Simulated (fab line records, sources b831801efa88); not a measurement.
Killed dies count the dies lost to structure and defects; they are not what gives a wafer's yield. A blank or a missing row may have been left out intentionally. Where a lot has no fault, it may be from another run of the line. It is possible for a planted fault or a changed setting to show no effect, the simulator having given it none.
Comparing a struck lot with a sound one	flow sfq_line	42 steps out of a route of 325
Sound: these wafers, L584.2, L584.4, L584.6. Struck: wafer L603.3 (L603.1, L603.5, from the same lot, were not struck and are left out); the cause is given at the end.
Order at every step that has rows: each side's tool, ch and its chambers, its first start. Under that, the readings that differ: sound wafers	struck wafers	difference of the means	sigmas: that difference in standard deviations of wafers without a fault.
alike: same words and numbers on both sides, and readings whose means sit less than 2 such deviations apart. not compared: any withheld reading, any reading some wafer has no value for, any bound like >300 that may hide the same value, and any number with overlapping values for which the record gives no deviation.
A row with sigmas, a row that says differs or no value, or rows on one side alone: a step with any of these is where the two part. Numbers that have no deviation but don't overlap get no sigmas and don't part them. Lack of a reading on every wafer of one side parts them only where that side has two or more wafers.

first, 6 steps without rows for these wafers: SFQ_TRILAYER_M2_LITHO_COAT_062 (resist thk 62 nm); SFQ_TRILAYER_M2_LITHO_COAT_057 (resist thk 600 nm); SFQ_TRILAYER_M2_LITHO_SOFTBAKE_061; SFQ_TRILAYER_M2_LITHO_EXPOSE_058 (exposes mask M2, target cd 500 nm); SFQ_TRILAYER_M2_LITHO_PEB_060 (peb time 60 s); SFQ_TRILAYER_M2_LITHO_DEVELOP_059 (time 60 s).
SFQ_M2_OVL_MEAS_916:
  struck on overlay-02, day 41 02:02; sound on overlay-02, day 26 11:13
  alike: M2_OVL
SFQ_TRILAYER_M2_BARC_OPEN_METAL_ETCH_077: etches BARC in O2, target depth 125 nm, time 41.7 s.
  sound on rie_metal-02 ch 0,1, day 26 11:14; struck on rie_metal-04 ch 1, day 41 02:05
reading	sound	struck	difference	sigmas
drypump_motor_current_A (A)	6.3 6.3 6.5	4.7	-1.7	-3
oes_product_au (a.u.)	0.689 0.686 0.686	0.678	-0.009	-2
  not compared: rf_hours_counter_h
then, 1 step without rows for these wafers: SFQ_TRILAYER_M2_ETCH_METAL_ETCH_060 (etches Nb in Cl2/Ar, stops on SiO2, target depth 240 nm, time 120 s).
SFQ_TRILAYER_M2_STRIP_STRIP_061: strips in O2.
  sound on rie_metal-02 ch 0,1, day 26 11:26; struck on rie_metal-04 ch 1, day 41 02:16
reading	sound	struck	difference	sigmas
drypump_motor_current_A (A)	6.3 6.3 6.5	4.7	-1.7	-3
  alike: oes_product_au
  not compared: rf_hours_counter_h
then, 1 step without rows for these wafers: SFQ_TRILAYER_M2_STRIP_SOLV_CLEAN_062 (cleans in NMP, time 600 s).
SFQ_TRILAYER_I2_DEP_PECVD_063: deposits SiO2 from SiH4/N2O, time 111.11 s, target thk 500 nm.
  sound on pecvd-04 ch 0,1,2, day 26 12:12; struck on pecvd-01 ch 2, day 41 03:02
  alike: heater_power_outer_w, heater_power_w, throttle_valve_pct
SFQ_TRILAYER_I2_CMP_CMP_064: polishes SiO2.
  sound on cmp-01 ch 0,1,3, day 26 14:38; struck on cmp-02 ch 0, day 41 03:37
reading	sound	struck	difference	sigmas
head_pressure_psi (psi)	3.000 3.010 3.018	2.994	-0.015	-2
motor_current_A (A)	8.4 10.4 9.2	11.4	+2.1	+2
time_to_endpoint_s (s)	211 216 221	245	+29	+3
model.SiO2_of_TRILAYER_I2_DEP_PECVD_063.thk_nm (nm)	199.9 199.9 200.6	150.7	-49.4	
SFQ_I2_BOW_MEAS_917:
  struck on film_metro-03, day 41 06:07; sound on film_metro-02, day 26 16:39
  alike: I2_BOW
SFQ_TRILAYER_I2_METRO_MEASURE_065:
  struck on film_metro-03, day 41 06:14; sound on film_metro-02, day 26 16:57
reading	sound	struck	difference	sigmas
thk_nm (nm)	199.9 199.9 200.8	150.7	-49.5	-38
then, 6 steps without rows for these wafers: SFQ_TRILAYER_I2_VIA_LITHO_COAT_072 (resist thk 62 nm); SFQ_TRILAYER_I2_VIA_LITHO_COAT_067 (resist thk 650 nm); SFQ_TRILAYER_I2_VIA_LITHO_SOFTBAKE_071; SFQ_TRILAYER_I2_VIA_LITHO_EXPOSE_068 (exposes mask I2, target cd 500 nm); SFQ_TRILAYER_I2_VIA_LITHO_PEB_070 (peb time 60 s); SFQ_TRILAYER_I2_VIA_LITHO_DEVELOP_069 (time 60 s).
-- the record jumps here: 6 days lie between the struck wafers' starts before and after --
SFQ_I2_OVL_MEAS_918:
  struck on overlay-01, day 47 04:12; sound on overlay-02, day 33 03:03
  alike: I2_OVL
then, 1 step without rows for these wafers: SFQ_TRILAYER_I2_VIA_BARC_OPEN_VIA_ETCH_096 (etches BARC in O2, target depth 125 nm, time 41.7 s).
SFQ_TRILAYER_I2_VIA_ETCH_VIA_ETCH_070: etches SiO2 in CHF3, stops on Nb, target depth 260 nm.
  sound on rie_diel-04 ch 0,1, day 33 03:07; struck on rie_diel-04 ch 3, day 47 04:17
reading	sound	struck	difference	sigmas
oes_product_au (a.u.)	0.859 0.852 0.854	0.737	-0.118	-25
model.I2.feature_depth_nm (nm)	199.9 199.9 200.6	150.7	-49.4	
model.etch.depth_nm (nm)	199.9 199.9 200.6	150.7	-49.4	
  alike: drypump_motor_current_A
then, 2 steps without rows for these wafers: SFQ_TRILAYER_I2_VIA_STRIP_STRIP_071 (strips in O2); SFQ_TRILAYER_I2_VIA_STRIP_SOLV_CLEAN_072 (cleans in NMP, time 600 s).
SFQ_TRILAYER_M3_DEP_PRE_CLEAN_074: time 22.5 s.
  struck on pvd_sputter-06, day 47 05:10; sound on pvd_sputter-04, day 33 04:02
reading	sound	struck	difference	sigmas
model.SiO2_of_TRILAYER_I2_DEP_PECVD_063.thk_nm (nm)	192.4 192.4 193.1	143.2	-49.4	
then, 1 step without rows for these wafers: SFQ_TRILAYER_M3_DEP_SPUTTER_073 (material Nb, target thk 200 nm, time 133.3 s).
SFQ_M3_RS_MEAS_919: measurement is done with a four-point probe.
  struck on film_metro-01, day 47 05:17; sound on film_metro-01, day 33 04:10
  alike: M3_NB_RS
then, 6 steps without rows for these wafers: SFQ_TRILAYER_M3_LITHO_COAT_080 (resist thk 62 nm); SFQ_TRILAYER_M3_LITHO_COAT_075 (resist thk 600 nm); SFQ_TRILAYER_M3_LITHO_SOFTBAKE_079; SFQ_TRILAYER_M3_LITHO_EXPOSE_076 (exposes mask M3, target cd 500 nm); SFQ_TRILAYER_M3_LITHO_PEB_078 (peb time 60 s); SFQ_TRILAYER_M3_LITHO_DEVELOP_077 (time 60 s).
-- the record jumps here: 5 days lie between the struck wafers' starts before and after --
SFQ_M3_OVL_MEAS_921:
  struck on overlay-01, day 52 06:15; sound on overlay-01, day 33 08:51
  alike: M3_OVL
SFQ_TRILAYER_M3_BARC_OPEN_METAL_ETCH_100: etches BARC in O2, target depth 125 nm, time 41.7 s.
  sound on rie_metal-04 ch 0,1, day 33 08:53; struck on rie_metal-01 ch 0, day 52 06:17
  alike: drypump_motor_current_A, oes_product_au
  not compared: rf_hours_counter_h
SFQ_TRILAYER_M3_ETCH_METAL_ETCH_078: etches Nb in Cl2/Ar, stops on SiO2, target depth 240 nm, time 120 s.
  sound on rie_metal-04 ch 0,1, day 33 08:56; struck on rie_metal-01 ch 0, day 52 06:21
  alike: drypump_motor_current_A, oes_product_au
  not compared: rf_hours_counter_h
then, 3 steps without rows for these wafers: SFQ_TRILAYER_M3_STRIP_STRIP_079 (strips in O2); SFQ_TRILAYER_M3_STRIP_SOLV_CLEAN_080 (cleans in NMP, time 600 s); SFQ_TRILAYER_I3_DEP_PECVD_081 (deposits SiO2 from SiH4/N2O, time 111.11 s, target thk 500 nm).
-- the record jumps here: 29 days lie between the struck wafers' starts before and after --
SFQ_M8_BOW_MEAS_951:
  struck on film_metro-04, day 80 18:39; sound on film_metro-04, day 77 09:25
reading	sound	struck	difference	sigmas
model.etest.i2.link_ohm	1.957 1.964 1.951	1.913	-0.044	
  alike: M8_BOW

== WHERE THEY PART ==
Last at SFQ_TRILAYER_I2_VIA_ETCH_VIA_ETCH_070 as far as this record goes, first at SFQ_TRILAYER_M2_BARC_OPEN_METAL_ETCH_077. Later steps at which nothing parts them and some readings are alike: SFQ_M3_RS_MEAS_919, SFQ_M3_OVL_MEAS_921, SFQ_TRILAYER_M3_BARC_OPEN_METAL_ETCH_100, SFQ_TRILAYER_M3_ETCH_METAL_ETCH_078, SFQ_M8_BOW_MEAS_951.

WHY: the cause the simulator had injected
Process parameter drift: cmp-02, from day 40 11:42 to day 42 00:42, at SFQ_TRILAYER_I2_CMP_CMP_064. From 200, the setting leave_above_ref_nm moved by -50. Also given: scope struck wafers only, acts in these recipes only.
